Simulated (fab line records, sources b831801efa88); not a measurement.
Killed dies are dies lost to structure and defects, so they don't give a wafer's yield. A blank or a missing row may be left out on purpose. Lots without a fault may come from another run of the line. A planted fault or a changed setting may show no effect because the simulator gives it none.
fab line records | flow sky130
record lots=12 wafers=36 last_day=50
route steps=708 shown POLY_GATE@235 LDD_HVN@276 POLY_CUT@319 SD_P@326 PAD_OPEN@708
lots that met no fault: from a run of the same line without faults
start_h: hours from the record's first day to the start of the lot's first wafer shown | wait_h: hours since the lot's step before | " the same as in the row above | L1.1+2: a row that stands for several wafers | - no value, or no start given | * or withheld: withheld | < > ~ a bound
route shown NAME@n: a module of which the file shows steps, and the number in the route of the first | usual: mean/standard deviation of fault-free wafers | same: alike in all rows | chamber/n: place in a boat | sites: the reading at each site | _std_site: their standard deviation | _edge_site: outer sites' mean less inner sites' | radius_mm: how far each site lies from the wafer's centre | mask NAME#n: copy n | behind: the tool/chamber that last shaped the wafer | hold: why the lot was held/for how many hours/how that ended | device: the transistor (n, p or np) that didn't switch | end of line: the same wafers' tests at the end of the route | a step without rows: its recipe alone | killed: dies lost to structure and defects at the first sort, not the wafer's yield | map: a wafer's dies, x killed, . not, _ none there
set.NAME: the setting as run; set.NAME@STEP: as run at that earlier step | model.NAME: the simulator's own value behind a step, which no gauge read
steps of the route over a sample of lots; a table a step, a row a wafer
services: from which hour (start_h, from the record's first day; less than 0 if before it) a tool's chamber was out of use, for how many hours, and why
## steps
# step SKY_POLY_GATE_THK_MEAS_21
# recipe reads=SiO2_of_POLY_GATE_OXIDATION_20
# usual POLY_GATE_OXIDATION_THK=4.01/0.087
# columns lot.wafer tool chamber start_h wait_h POLY_GATE_OXIDATION_THK[nm]
L921.1 film_metro-01 - 370.45 0.0 4.17
L921.2 " - " " 4.18
L921.3 " - " " 4.15
L922.1 film_metro-02 - 392.98 0.0 3.96
L922.2 " - " " 3.87
L922.5 " - " " 3.89
L924.2 film_metro-01 - 407.03 0.0 4.16
L924.3 " - " " 4.14
L924.5 " - " " 4.08
L927.1 film_metro-02 - 438.67 0.0 4.13
L927.4 " - " " 4.08
L927.5 " - " " 4.05
L928.2 film_metro-02 - 456.25 0.0 4.05
L928.4 " - " " 4.01
L928.5 " - " " 3.96
L931.1 film_metro-01 - 459.72 0.0 4.01
L931.4 " - " " 4.00
L931.5 " - " " 4.07
L932.2 film_metro-03 - 472.81 0.0 3.89
L932.5 " - " " 3.96
L932.6 " - " " 3.92
L933.2 film_metro-01 - 484.61 0.0 4.06
L933.3 " - " " 4.06
L933.5 " - " " 4.04
L934.4 film_metro-02 - 494.49 0.0 4.04
L934.5 " - " " 4.04
L934.6 " - " " 3.97
L935.1 film_metro-03 - 503.50 0.0 3.98
L935.4 " - " " 4.01
L935.6 " - " " 3.94
L937.3 film_metro-03 - 514.56 0.0 3.97
L937.4 " - " " 3.91
L937.6 " - " " 3.92
L943.1 film_metro-01 - 568.21 0.0 3.92
L943.3 " - " " 4.11
L943.4 " - " " 4.06
# step SKY_LDD_HVN_STRIP_09
# recipe chemistry=O2/N2 power_w=1400 pressure_mtorr=1500 platen_temp_c=withheld o2_flow_sccm=3000 n2_flow_sccm=300 overash_fraction=0.5
# usual drypump_motor_current_A=5.4/0.41 oes_product_au=0.409/0.0044 strip_time_to_endpoint_s=4.132/0.014
# columns lot.wafer tool chamber start_h wait_h drypump_motor_current_A oes_product_au rf_hours_counter_h strip_time_to_endpoint_s
L921.1 plasma_asher-02 1 462.75 0.1 5.7 0.407 77 4.150
L921.2 " 0 " " 5.0 0.406 77 4.158
L921.3 " 1 " " 5.7 0.408 - 4.123
L922.1 plasma_asher-02 1 485.09 0.1 5.8 0.417 79 4.143
L922.2 " 0 " " 5.1 0.417 79 4.142
L922.5 " 0 " " 5.1 0.404 - 4.130
L924.2 plasma_asher-01 0 500.24 0.1 6.1 0.404 7 4.136
L924.3 " 1 " " 5.0 0.403 - 4.096
L924.5 " 1 " " 5.0 0.411 - 4.128
L927.1 plasma_asher-02 1 531.54 0.1 5.7 0.411 85 4.131
L927.4 " 0 " " 5.0 0.407 - 4.153
L927.5 " 0 " " 5.0 0.408 - 4.127
L928.2 plasma_asher-01 0 551.19 0.1 6.1 0.409 10 4.102
L928.4 " 1 " " 5.0 0.407 - 4.120
L928.5 " 0 " " 6.2 0.413 - 4.132
L931.1 plasma_asher-03 1 552.96 0.1 5.2 0.409 42 4.139
L931.4 " 1 " " 5.2 0.406 - 4.148
L931.5 " 1 " " 5.2 0.415 - 4.123
L932.2 plasma_asher-03 1 565.84 0.1 5.2 0.404 43 4.143
L932.5 " 0 " " 5.3 0.407 - 4.144
L932.6 " 1 " " 5.2 0.407 - 4.153
L933.2 plasma_asher-01 0 577.00 0.1 6.1 0.408 13 4.151
L933.3 " 1 " " 5.0 0.405 - 4.136
L933.5 " 0 " " 6.1 0.403 - 4.151
L934.4 plasma_asher-01 0 585.18 0.1 6.1 0.411 - 4.151
L934.5 " 1 " " 5.0 0.418 - 4.135
L934.6 " 0 " " 6.1 0.407 - 4.137
L935.1 plasma_asher-01 0 594.45 0.1 6.1 0.407 15 4.125
L935.4 " 0 " " 6.1 0.411 - 4.137
L935.6 " 1 " " 5.0 0.409 - 4.143
L937.3 plasma_asher-03 1 605.37 0.1 5.2 0.414 - 4.145
L937.4 " 0 " " 5.3 0.405 - 4.138
L937.6 " 1 " " 5.2 0.413 - 4.140
L943.1 plasma_asher-01 1 656.20 0.1 5.0 0.409 21 4.093
L943.3 " 1 " " 5.0 0.411 - 4.133
L943.4 " 0 " " 6.1 0.419 - 4.142
# step SKY_POLY_CUT_STRIP_12
# recipe chemistry=O2/N2 power_w=1400 pressure_mtorr=1500 platen_temp_c=withheld o2_flow_sccm=3000 n2_flow_sccm=300 overash_fraction=0.5
# usual drypump_motor_current_A=5.5/0.43 oes_product_au=0.452/0.0043 strip_time_to_endpoint_s=5.355/0.017
# columns lot.wafer tool chamber start_h wait_h drypump_motor_current_A oes_product_au rf_hours_counter_h strip_time_to_endpoint_s
L921.1 plasma_asher-02 0 556.75 0.0 5.1 0.453 87 5.334
L921.2 " 1 " " 5.7 0.445 87 5.327
L921.3 " 0 " " 5.1 0.453 - 5.348
L922.1 plasma_asher-01 0 578.84 0.0 6.1 0.451 13 5.365
L922.2 " 1 " " 5.0 0.453 13 5.392
L922.5 " 0 " " 6.1 0.452 - 5.369
L924.2 plasma_asher-02 1 593.30 0.0 5.8 0.451 90 5.377
L924.3 " 1 " " 5.8 0.460 - 5.381
L924.5 " 0 " " 5.1 0.452 - 5.360
L927.1 plasma_asher-01 0 624.65 0.0 6.1 0.452 18 5.365
L927.4 " 0 " " 6.1 0.454 - 5.349
L927.5 " 0 " " 6.1 0.452 - 5.363
L928.2 plasma_asher-02 0 641.20 0.0 5.0 0.450 94 5.381
L928.4 " 1 " " 5.7 0.453 - 5.371
L928.5 " 0 " " 5.0 0.446 - 5.343
L931.1 plasma_asher-04 0 643.05 0.0 5.1 0.452 84 5.370
L931.4 " 1 " " 5.9 0.463 - 5.379
L931.5 " 0 " " 5.1 0.453 - 5.386
L932.2 plasma_asher-04 0 655.95 0.0 5.1 0.450 85 5.355
L932.5 " 0 " " 5.1 0.453 - 5.346
L932.6 " 1 " " 5.8 0.453 - 5.348
L933.2 plasma_asher-02 0 665.85 0.0 5.1 0.455 96 5.343
L933.3 " 0 " " 5.1 0.453 - 5.346
L933.5 " 0 " " 5.1 0.457 - 5.362
L934.4 plasma_asher-01 0 673.48 0.1 6.1 0.444 - 5.334
L934.5 " 0 " " 6.1 0.452 - 5.352
L934.6 " 1 " " 5.0 0.456 - 5.350
L935.1 plasma_asher-02 1 682.74 0.0 5.7 0.452 98 5.326
L935.4 " 0 " " 5.1 0.451 - 5.347
L935.6 " 0 " " 5.0 0.455 - 5.357
L937.3 plasma_asher-02 1 693.55 0.1 5.8 0.446 - 5.360
L937.4 " 0 " " 5.0 0.452 - 5.368
L937.6 " 0 " " 5.0 0.449 - 5.350
L943.1 plasma_asher-04 1 743.94 0.0 5.8 0.457 94 5.352
L943.3 " 0 " " 5.1 0.448 - 5.332
L943.4 " 1 " " 5.8 0.452 - 5.362
# step SKY_SD_P_DEVELOP_06
# recipe resist=NOVOLAK developer=TMAH develop_time_s=60 dev_temp_c=23
# usual developer_temp_C=22.98/0.11 resist_line_temp_C=23.00/0.11
# columns lot.wafer tool chamber start_h wait_h developer_temp_C resist_line_temp_C
L921.1 litho_track-01 0 585.41 0.1 22.84 23.22
L921.2 " 0 " " 22.76 23.15
L921.3 " 0 " " 22.90 23.14
L922.1 litho_track-01 0 607.11 0.1 23.10 22.99
L922.2 " 0 " " 22.84 22.89
L922.5 " 0 " " 22.87 23.04
L924.2 litho_track-02 0 621.88 0.1 23.13 23.01
L924.3 " 0 " " 22.81 22.87
L924.5 " 0 " " 22.91 22.82
L927.1 litho_track-01 0 653.16 0.1 23.13 23.06
L927.4 " 0 " " 22.98 23.07
L927.5 " 0 " " 22.99 23.15
L928.2 litho_track-02 0 669.78 0.1 23.06 22.94
L928.4 " 0 " " 22.91 23.05
L928.5 " 0 " " 22.98 22.82
L931.1 litho_track-02 0 671.60 0.1 22.96 22.90
L931.4 " 0 " " 22.91 23.07
L931.5 " 0 " " 22.72 23.01
L932.2 litho_track-02 0 684.08 0.1 23.06 23.09
L932.5 " 0 " " 23.07 23.03
L932.6 " 0 " " 23.15 22.99
L933.2 litho_track-02 0 693.43 0.1 20.62 22.94
L933.3 " 0 " " 20.82 22.92
L933.5 " 0 " " 20.84 23.04
L934.4 litho_track-03 0 700.95 0.1 23.08 23.09
L934.5 " 0 " " 23.10 22.99
L934.6 " 0 " " 23.02 22.90
L935.1 litho_track-02 0 710.55 0.1 20.83 23.08
L935.4 " 0 " " 20.79 23.04
L935.6 " 0 " " 20.57 23.07
L937.3 litho_track-03 0 721.62 0.1 23.22 23.00
L937.4 " 0 " " 23.03 23.10
L937.6 " 0 " " 23.08 22.95
L943.1 litho_track-03 0 770.47 0.1 22.95 22.87
L943.3 " 0 " " 23.00 22.96
L943.4 " 0 " " 23.01 23.06
# step SKY_SD_P_CD_MEAS_07
# recipe target_cd_nm=380
# usual cd_nm=380.1/2.6
# columns lot.wafer tool chamber start_h wait_h hold cd_nm
L921.1 cd_sem-01 - 585.56 0.1 - 376.5
L921.2 " - " " - 377.0
L921.3 " - " " - 376.1
L922.1 cd_sem-02 - 607.26 0.1 - 381.5
L922.2 " - " " - 382.3
L922.5 " - " " - 381.5
L924.2 cd_sem-02 - 622.02 0.1 - 375.9
L924.3 " - " " - 377.1
L924.5 " - " " - 375.9
L927.1 cd_sem-02 - 653.31 0.1 - 379.7
L927.4 " - " " - 381.4
L927.5 " - " " - 380.7
L928.2 cd_sem-02 - 669.92 0.1 - 376.6
L928.4 " - " " - 378.1
L928.5 " - " " - 380.5
L931.1 cd_sem-02 - 671.75 0.1 - 381.8
L931.4 " - " " - 381.4
L931.5 " - " " - 381.5
L932.2 cd_sem-02 - 684.22 0.1 - 377.2
L932.5 " - " " - 377.6
L932.6 " - " " - 378.8
L933.2 cd_sem-02 - 693.69 0.2 - 387.7
L933.3 " - " " - 387.1
L933.5 " - " " - 384.4
L934.4 cd_sem-02 - 701.18 0.2 - 382.4
L934.5 " - " " - 383.9
L934.6 " - " " - 384.9
L935.1 cd_sem-02 - 710.70 0.1 await_dispo/0.2h/release 388.5
L935.4 " - " " await_dispo/0.2h/release 391.4
L935.6 " - " " await_dispo/0.2h/release 387.6
L935.1 cd_sem-02 - 710.99 0.3 - 387.9
L935.4 " - " " - 391.5
L935.6 " - " " - 387.2
L937.3 cd_sem-02 - 721.81 0.2 - 380.2
L937.4 " - " " - 379.7
L937.6 " - " " - 379.5
L943.1 cd_sem-02 - 770.62 0.1 - 377.6
L943.3 " - " " - 378.2
L943.4 " - " " - 378.4
# step SKY_PAD_OPEN_PROBE_99
# usual killed_at_M0_to_M3=43/6.6 killed_at_M4_up=2.9/1.6 killed_at_contacts=24/4.9 killed_at_front_end=15/4.5 killed_at_other=0.2/0.45 killed_dies=86/8.8 killed_open=48/6.4 killed_short=38/5.6
# same gross_dies=492 killed_at_back_side=0
# columns lot.wafer tool chamber start_h wait_h killed_at_M0_to_M3 killed_at_M4_up killed_at_contacts killed_at_front_end killed_at_other killed_dies killed_open killed_short
L934.4 prober-01 - 1157.63 0.2 57 2 20 12 1 92 53 39
L934.5 prober-01 - 1157.68 0.2 48 1 23 9 0 81 42 39
L934.6 prober-01 - 1157.73 0.2 57 3 21 14 0 95 56 39
# killed by level:class
L934.4 VIA1:geometric_particle:open=11 VIA2:geometric_particle:open=9 CONTACT:geometric_particle:open=8 VIA3:geometric_particle:open=7 VIA1:geometric_particle:short=6 VIA3:geometric_particle:short=6 METAL2:geometric_particle:short=5 METAL3:geometric_particle:short=5
L934.5 VIA1:geometric_particle:open=12 CONTACT:geometric_particle:short=8 CONTACT:geometric_particle:open=8 VIA3:geometric_particle:open=7 VIA2:geometric_particle:open=6 METAL3:geometric_particle:short=6 VIA1:geometric_particle:short=5 POLY_GATE:geometric_particle:open=4
L934.6 VIA1:geometric_particle:open=23 VIA3:geometric_particle:open=9 CONTACT:geometric_particle:open=7 METAL1:geometric_particle:short=6 METAL2:geometric_particle:short=6 LI_CONTACT:geometric_particle:open=5 CONTACT:geometric_particle:short=5 VIA1:geometric_particle:short=4
## services
# columns tool chamber start_h hours kind
plasma_asher-01 - 470.70 3.5 repair
plasma_asher-02 - 481.67 1.0 repair
plasma_asher-03 - 482.86 15.6 pm
plasma_asher-02 - 494.16 0.9 repair
plasma_asher-01 - 494.59 1.1 repair
plasma_asher-01 - 504.35 7.3 repair
plasma_asher-03 - 505.02 1.6 repair
plasma_asher-01 - 524.93 8.2 repair
plasma_asher-02 - 541.47 2.7 repair
plasma_asher-02 - 582.64 4.0 repair
plasma_asher-03 - 592.60 2.2 repair
plasma_asher-01 - 598.70 2.8 pm
plasma_asher-02 - 604.09 14.6 pm
plasma_asher-02 - 698.84 2.2 repair
plasma_asher-04 - 703.91 2.8 pm
plasma_asher-02 - 733.75 9.0 pm
plasma_asher-02 0 733.75 9.0 vent_cycle
plasma_asher-02 1 733.75 9.0 vent_cycle
plasma_asher-01 - 735.68 1.2 repair
plasma_asher-02 0 742.75 - clean
plasma_asher-02 1 742.75 - clean
plasma_asher-02 - 762.01 2.1 repair
## key
first_sign step=SKY_SD_P_DEVELOP_06 reading=developer_temp_C direction=down sigmas=20 usual=* struck=*
effect step=SKY_SD_P_CD_MEAS_07 reading=visit direction=added
met_at SKY_SD_P_DEVELOP_06
struck_lots L933,L935
tester_left_out L933,L935
not_acting_at SKY_POLY_GATE_THK_MEAS_21,SKY_LDD_HVN_STRIP_09,SKY_POLY_CUT_STRIP_12
onset_between 684.08 693.43
fault kind=process_parameter_drift tool=litho_track-02 chamber=- onset_h=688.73 steps=SKY_SD_P_DEVELOP_06 channel=dev_temp_c offset=* shape=step end_h=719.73 acts_in=* stated=*
# tester_left_out: of these lots the tester's yield and bins aren't shown, on N5 and GAA mostly nor the transistor test; their killed dies are dies lost to structure and defects alone, not to doping, threshold or leakage, so they don't give the yield
